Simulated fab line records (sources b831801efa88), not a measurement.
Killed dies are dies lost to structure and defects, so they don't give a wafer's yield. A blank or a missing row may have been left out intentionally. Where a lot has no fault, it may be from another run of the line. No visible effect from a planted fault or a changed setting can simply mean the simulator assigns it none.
Which tool is to blame? | flow sky130 | 39 wafers from 13 lots sampled at 3 of the route's 708 steps

## WHAT THE GAUGES READ, wafer by wafer
SKY_POLY_CUT_CD_MEAS_08 targets a cd of 270 nm. Usual: cdNm 269.5 nm, standard deviation 1.3.
lot  | measured     | on       | cdNm (nm)         | flag
L420 | day 24 17:01 | cdSem-01 | 268.7 268.8 268.1 | 
L422 | day 25 15:53 | cdSem-02 | 270.1 270.0 269.9 | 
L424 | day 26 11:38 | cdSem-02 | 269.8 270.0 270.7 | 
L427 | day 27 23:06 | cdSem-02 | 267.7 269.9 269.1 | 
L428 | day 28 20:28 | cdSem-02 | 269.6 269.3 269.2 | 
L429 | day 28 21:50 | cdSem-01 | 269.4 271.1 271.1 | 
L434 | day 29 16:26 | cdSem-01 | 271.3 271.7 271.1 | 
L436 | day 30 09:58 | cdSem-02 | 270.4 268.6 270.0 | 
L435 | day 30 11:17 | cdSem-01 | 271.4 271.4 271.2 | 
L437 | day 30 15:54 | cdSem-01 | 267.1 266.3 267.8 | 
L438 | day 30 22:45 | cdSem-02 | 271.9 270.3 269.2 | 
L439 | day 31 05:01 | cdSem-01 | 268.3 268.5 268.1 | 
L441 | day 31 20:50 | cdSem-01 | 270.0 268.2 269.1 | 

SKY_LI_CONTACT_BOW_MEAS_03. Usual: for LI_CONTACT_BOW the level is 56 um and the standard deviation is 6.6.
lot  | measured     | on           | LI_CONTACT_BOW (um) | flag
L420 | day 28 10:28 | filmMetro-02 | 62 45 47            | 
L422 | day 29 07:29 | filmMetro-02 | 54 57 65            | 
L424 | day 30 12:10 | filmMetro-02 | 54 60 57            | 
L427 | day 31 12:55 | filmMetro-02 | 65 49 41            | 
L428 | day 32 08:37 | filmMetro-02 | 72 51 56            | 
L429 | day 32 09:52 | filmMetro-03 | 67 51 56            | 
L434 | day 33 02:57 | filmMetro-03 | 44 47 62            | 
L436 | day 33 20:37 | filmMetro-04 | 65 55 61            | 
L435 | day 33 21:50 | filmMetro-03 | 39 61 51            | 
L437 | day 34 02:37 | filmMetro-02 | 52 57 72            | 
L438 | day 34 08:51 | filmMetro-02 | 61 59 49            | 
L439 | day 34 14:13 | filmMetro-04 | 55 55 53            | 
L441 | day 35 07:45 | filmMetro-02 | 55 61 48            | 

## TOOL THAT RAN EACH LOT (tool first, then ch and the chambers of the sampled wafers, then the start)
lot  | SKY_SD_P_STRIP_10
L420 | plasmaAsher-04 ch 0,1, day 25 23:12
L422 | plasmaAsher-02 ch 0,1, day 26 20:52
L424 | plasmaAsher-02 ch 0,1, day 27 16:56
L427 | plasmaAsher-02 ch 0,1, day 29 04:14
L428 | plasmaAsher-04 ch 0,1, day 30 01:01
L429 | plasmaAsher-02 ch 0,1, day 30 01:58
L434 | plasmaAsher-02 ch 0,1, day 30 20:19
L436 | plasmaAsher-03 ch 0,1, day 31 14:04
L435 | plasmaAsher-03 ch 0,1, day 31 14:59
L437 | plasmaAsher-03 ch 0,1, day 31 19:28
L438 | plasmaAsher-04 ch 0,1, day 32 03:04
L439 | plasmaAsher-02 ch 0, day 32 07:50
L441 | plasmaAsher-03 ch 0,1, day 33 00:10
- SKY_SD_P_STRIP_10: strips in O2/N2.

## AS READ BY THE TOOLS THEMSELVES (means over the sampled wafers that have a number; for cases with no such wafer, the mark the record gives instead)
SKY_SD_P_STRIP_10. Usual: drypumpMotorCurrentA 5.70 A, standard deviation 0.3; oesProductAu 0.617 a.u., standard deviation 0.0048; stripTimeToEndpointS 17.50 s, standard deviation 0.037.
lot  | tool           | drypumpMotorCurrentA (A) | oesProductAu (a.u.) | stripTimeToEndpointS (s) | flag
L420 | plasmaAsher-04 | 5.92                     | 0.620               | 17.49                    | 
L422 | plasmaAsher-02 | 5.64                     | 0.612               | 17.45                    | 
L424 | plasmaAsher-02 | 5.55                     | 0.621               | 17.56                    | 
L427 | plasmaAsher-02 | 5.65                     | 0.618               | 17.51                    | 
L428 | plasmaAsher-04 | 6.05                     | 0.620               | 17.51                    | 
L429 | plasmaAsher-02 | 5.56                     | 0.616               | 17.57                    | 
L434 | plasmaAsher-02 | 5.64                     | 0.620               | 17.51                    | 
L436 | plasmaAsher-03 | 5.32                     | 0.620               | 17.54                    | 
L435 | plasmaAsher-03 | 5.47                     | 0.620               | 17.48                    | 
L437 | plasmaAsher-03 | 5.48                     | 0.620               | 17.45                    | 
L438 | plasmaAsher-04 | 5.90                     | 0.616               | 17.51                    | 
L439 | plasmaAsher-02 | 5.71                     | 0.615               | 17.50                    | 
L441 | plasmaAsher-03 | 5.31                     | 0.616               | 17.49                    | 

## THE ANSWER, worked out from the rows above alone
Rule: lot off if the mean of its wafers having a number is beyond 3 standard deviations from the usual mean. A lot without any number at a reading at which 4 lots or more have one is off too. The other lots that the step has rows for count as sound. The gauges are gone through in route order, then the tools' own readings, and for those a lot's mean is taken as printed above. At the first step where some lot is off, the reading lying furthest off is the one used; lots without a number count as furthest.
Nothing can be told from this: no lot is off at any reading shown.

## WHAT THE SIMULATOR HAD INSERTED
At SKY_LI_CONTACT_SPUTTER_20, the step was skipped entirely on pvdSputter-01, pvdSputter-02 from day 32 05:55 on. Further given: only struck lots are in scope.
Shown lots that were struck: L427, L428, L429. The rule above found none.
